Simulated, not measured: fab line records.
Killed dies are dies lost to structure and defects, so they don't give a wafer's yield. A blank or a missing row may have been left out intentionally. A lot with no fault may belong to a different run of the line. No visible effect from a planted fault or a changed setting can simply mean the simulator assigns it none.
Which of the tools did it? || flow sky130 || 30 wafers from 10 lots sampled at 5 of the route's 708 steps

## WHAT EACH GAUGE READ, for each wafer
SKY_CAP2M_RS_MEAS_03: the measuring method here is four-point-probe. Usual: for CAP2M_TIN_RS the level is 6.93 ohm/sq and the standard deviation is 0.094.
{"lot": "L677", "measured": "day 40 23:26", "on": "film-metro-03", "CAP2M_TIN_RS (ohm/sq)": "6.98 7.05 7.01", "flag": ""}
{"lot": "L679", "measured": "day 41 13:34", "on": "film-metro-04", "CAP2M_TIN_RS (ohm/sq)": "6.89 6.83 6.95", "flag": ""}
{"lot": "L681", "measured": "day 42 05:44", "on": "film-metro-02", "CAP2M_TIN_RS (ohm/sq)": "6.95 6.94 6.83", "flag": ""}
{"lot": "L687", "measured": "day 44 01:07", "on": "film-metro-03", "CAP2M_TIN_RS (ohm/sq)": "6.91 6.97 6.90", "flag": ""}
{"lot": "L688", "measured": "day 44 02:25", "on": "film-metro-02", "CAP2M_TIN_RS (ohm/sq)": "6.89 6.88 6.84", "flag": ""}
{"lot": "L689", "measured": "day 44 13:10", "on": "film-metro-02", "CAP2M_TIN_RS (ohm/sq)": "6.81 6.87 6.84", "flag": ""}
{"lot": "L690", "measured": "day 44 17:41", "on": "film-metro-04", "CAP2M_TIN_RS (ohm/sq)": "6.83 6.88 6.93", "flag": ""}
{"lot": "L691", "measured": "day 44 21:56", "on": "film-metro-04", "CAP2M_TIN_RS (ohm/sq)": "6.93 7.02 6.94", "flag": ""}
{"lot": "L694", "measured": "day 45 10:24", "on": "film-metro-04", "CAP2M_TIN_RS (ohm/sq)": "7.06 7.18 7.04", "flag": ""}
{"lot": "L693", "measured": "day 45 16:19", "on": "film-metro-04", "CAP2M_TIN_RS (ohm/sq)": "6.91 6.95 6.83", "flag": ""}

SKY_VIA4_RS_MEAS_19: the measuring method here is four-point-probe. Usual: for VIA4_W_RS the level is 0.2271 ohm/sq and the standard deviation is 0.0025.
{"lot": "L677", "measured": "day 44 01:16", "on": "film-metro-01", "VIA4_W_RS (ohm/sq)": "0.2222 0.2238 0.2223", "flag": ""}
{"lot": "L679", "measured": "day 44 14:32", "on": "film-metro-02", "VIA4_W_RS (ohm/sq)": "0.2279 0.2321 0.2305", "flag": ""}
{"lot": "L681", "measured": "day 45 06:55", "on": "film-metro-02", "VIA4_W_RS (ohm/sq)": "0.2308 0.2287 0.2278", "flag": ""}
{"lot": "L687", "measured": "day 46 22:05", "on": "film-metro-01", "VIA4_W_RS (ohm/sq)": "0.2281 0.2267 0.2282", "flag": ""}
{"lot": "L688", "measured": "day 46 22:40", "on": "film-metro-03", "VIA4_W_RS (ohm/sq)": "0.2250 0.2257 0.2285", "flag": ""}
{"lot": "L689", "measured": "day 47 09:00", "on": "film-metro-01", "VIA4_W_RS (ohm/sq)": "0.1141 0.1140 0.1136", "flag": "OFF"}
{"lot": "L690", "measured": "day 47 12:22", "on": "film-metro-01", "VIA4_W_RS (ohm/sq)": "0.2303 0.2318 0.2281", "flag": ""}
{"lot": "L691", "measured": "day 47 16:25", "on": "film-metro-01", "VIA4_W_RS (ohm/sq)": "0.1112 0.1132 0.1109", "flag": "OFF"}
{"lot": "L694", "measured": "day 48 03:01", "on": "film-metro-03", "VIA4_W_RS (ohm/sq)": "0.1127 0.1141 0.1125", "flag": "OFF"}
{"lot": "L693", "measured": "day 48 08:40", "on": "film-metro-03", "VIA4_W_RS (ohm/sq)": "0.2299 0.2262 0.2236", "flag": ""}

SKY_VIA4_THK_MEAS_20: measures by xrf. Usual: for VIA4_W_THK the level is 499 nm and the standard deviation is 7.1.
{"lot": "L677", "measured": "day 44 01:22", "on": "film-metro-01", "VIA4_W_THK (nm)": "513 511 514", "flag": ""}
{"lot": "L679", "measured": "day 44 14:40", "on": "film-metro-02", "VIA4_W_THK (nm)": "493 488 487", "flag": ""}
{"lot": "L681", "measured": "day 45 07:01", "on": "film-metro-02", "VIA4_W_THK (nm)": "489 487 495", "flag": ""}
{"lot": "L687", "measured": "day 46 22:13", "on": "film-metro-01", "VIA4_W_THK (nm)": "506 504 503", "flag": ""}
{"lot": "L688", "measured": "day 46 22:45", "on": "film-metro-03", "VIA4_W_THK (nm)": "505 500 498", "flag": ""}
{"lot": "L689", "measured": "day 47 09:13", "on": "film-metro-01", "VIA4_W_THK (nm)": "- - -", "flag": "OFF"}
{"lot": "L690", "measured": "day 47 12:28", "on": "film-metro-01", "VIA4_W_THK (nm)": "496 491 503", "flag": ""}
{"lot": "L691", "measured": "day 47 16:32", "on": "film-metro-01", "VIA4_W_THK (nm)": "- - -", "flag": "OFF"}
{"lot": "L694", "measured": "day 48 03:08", "on": "film-metro-03", "VIA4_W_THK (nm)": "983 960 976", "flag": "OFF"}
{"lot": "L693", "measured": "day 48 08:46", "on": "film-metro-03", "VIA4_W_THK (nm)": "492 499 503", "flag": ""}

## TOOL THAT RAN EACH LOT (tool first, then ch and the chambers of the sampled wafers, then the start)
{"lot": "L677", "SKY_METAL4_SPUTTER_02": "pvd-sputter-01, day 40 23:07", "SKY_VIA4_CVD_18": "cvd-w-01 ch 0,1, day 44 01:05"}
{"lot": "L679", "SKY_METAL4_SPUTTER_02": "pvd-sputter-01, day 41 13:16", "SKY_VIA4_CVD_18": "cvd-w-02 ch 0,1, day 44 14:23"}
{"lot": "L681", "SKY_METAL4_SPUTTER_02": "pvd-sputter-01, day 42 05:23", "SKY_VIA4_CVD_18": "cvd-w-02 ch 0,1, day 45 06:47"}
{"lot": "L687", "SKY_METAL4_SPUTTER_02": "pvd-sputter-02, day 44 00:49", "SKY_VIA4_CVD_18": "cvd-w-02 ch 0,1, day 46 21:56"}
{"lot": "L688", "SKY_METAL4_SPUTTER_02": "pvd-sputter-01, day 44 02:04", "SKY_VIA4_CVD_18": "cvd-w-01 ch 0,1, day 46 22:30"}
{"lot": "L689", "SKY_METAL4_SPUTTER_02": "pvd-sputter-02, day 44 12:49", "SKY_VIA4_CVD_18": "cvd-w-02 ch 0,1, day 47 08:32"}
{"lot": "L690", "SKY_METAL4_SPUTTER_02": "pvd-sputter-03, day 44 17:22", "SKY_VIA4_CVD_18": "cvd-w-02 ch 0,1, day 47 12:11"}
{"lot": "L691", "SKY_METAL4_SPUTTER_02": "pvd-sputter-01, day 44 21:37", "SKY_VIA4_CVD_18": "cvd-w-01 ch 0,1, day 47 15:47"}
{"lot": "L694", "SKY_METAL4_SPUTTER_02": "pvd-sputter-01, day 45 10:05", "SKY_VIA4_CVD_18": "cvd-w-01 ch 0,1, day 48 02:32"}
{"lot": "L693", "SKY_METAL4_SPUTTER_02": "pvd-sputter-01, day 45 15:58", "SKY_VIA4_CVD_18": "cvd-w-01 ch 0,1, day 48 08:31"}
- SKY_METAL4_SPUTTER_02: material AlCu, target thk 735 nm, time 39.1 s.
- SKY_VIA4_CVD_18: deposits W, target thk 505 nm, time 152.14 s.

## AS READ BY THE TOOLS THEMSELVES (means over the sampled wafers that have a number; for cases with no such wafer, the mark the record gives instead)
SKY_METAL4_SPUTTER_02. Usual: chamber-pressure-pa 0.4000 Pa, standard deviation 0.00076; throttle-valve-pct 30.1 %, standard deviation 0.66.
{"lot": "L677", "tool": "pvd-sputter-01", "chamber-pressure-pa (Pa)": 0.3992, "throttle-valve-pct (%)": 30.1, "flag": ""}
{"lot": "L679", "tool": "pvd-sputter-01", "chamber-pressure-pa (Pa)": 0.3997, "throttle-valve-pct (%)": 29.7, "flag": ""}
{"lot": "L681", "tool": "pvd-sputter-01", "chamber-pressure-pa (Pa)": 0.3999, "throttle-valve-pct (%)": 30.2, "flag": ""}
{"lot": "L687", "tool": "pvd-sputter-02", "chamber-pressure-pa (Pa)": 0.4008, "throttle-valve-pct (%)": 29.7, "flag": ""}
{"lot": "L688", "tool": "pvd-sputter-01", "chamber-pressure-pa (Pa)": 0.4000, "throttle-valve-pct (%)": 29.7, "flag": ""}
{"lot": "L689", "tool": "pvd-sputter-02", "chamber-pressure-pa (Pa)": 0.4002, "throttle-valve-pct (%)": 30.2, "flag": ""}
{"lot": "L690", "tool": "pvd-sputter-03", "chamber-pressure-pa (Pa)": 0.4006, "throttle-valve-pct (%)": 30.2, "flag": ""}
{"lot": "L691", "tool": "pvd-sputter-01", "chamber-pressure-pa (Pa)": 0.4004, "throttle-valve-pct (%)": 30.0, "flag": ""}
{"lot": "L694", "tool": "pvd-sputter-01", "chamber-pressure-pa (Pa)": 0.4004, "throttle-valve-pct (%)": 29.9, "flag": ""}
{"lot": "L693", "tool": "pvd-sputter-01", "chamber-pressure-pa (Pa)": 0.3997, "throttle-valve-pct (%)": 30.7, "flag": ""}

SKY_VIA4_CVD_18. Usual: 811 W for heater-power-w, sd 83.
{"lot": "L677", "tool": "cvd-w-01", "heater-power-w (W)": 808, "flag": ""}
{"lot": "L679", "tool": "cvd-w-02", "heater-power-w (W)": 857, "flag": ""}
{"lot": "L681", "tool": "cvd-w-02", "heater-power-w (W)": 855, "flag": ""}
{"lot": "L687", "tool": "cvd-w-02", "heater-power-w (W)": 852, "flag": ""}
{"lot": "L688", "tool": "cvd-w-01", "heater-power-w (W)": 813, "flag": ""}
{"lot": "L689", "tool": "cvd-w-02", "heater-power-w (W)": 844, "flag": ""}
{"lot": "L690", "tool": "cvd-w-02", "heater-power-w (W)": 820, "flag": ""}
{"lot": "L691", "tool": "cvd-w-01", "heater-power-w (W)": 821, "flag": ""}
{"lot": "L694", "tool": "cvd-w-01", "heater-power-w (W)": 824, "flag": ""}
{"lot": "L693", "tool": "cvd-w-01", "heater-power-w (W)": 818, "flag": ""}

## THE ANSWER, worked out from the rows above alone
Rule: lot off if the mean of its wafers having a number is beyond 3 standard deviations from the usual mean. Also off: a lot with no number at a reading for which 4 or more lots have one. The other lots that the step has rows for count as sound. The gauges are gone through in route order, then the tools' own readings, and for those a lot's mean is taken as printed above. The first step at which some lot is off is used, and at that step the reading that is off furthest; a lot without a number counts as furthest.
Off: L689, L691, L694, seen at SKY_VIA4_RS_MEAS_19 (VIA4_W_RS).
A tool fits if, at a process step before that reading, it ran every lot that is off, and no sound lot after the first of them. Those tools and the gauges at SKY_VIA4_RS_MEAS_19 are tried in the same way. Of those tried, none fits.

## WHAT WAS PUT IN BY THE SIMULATOR
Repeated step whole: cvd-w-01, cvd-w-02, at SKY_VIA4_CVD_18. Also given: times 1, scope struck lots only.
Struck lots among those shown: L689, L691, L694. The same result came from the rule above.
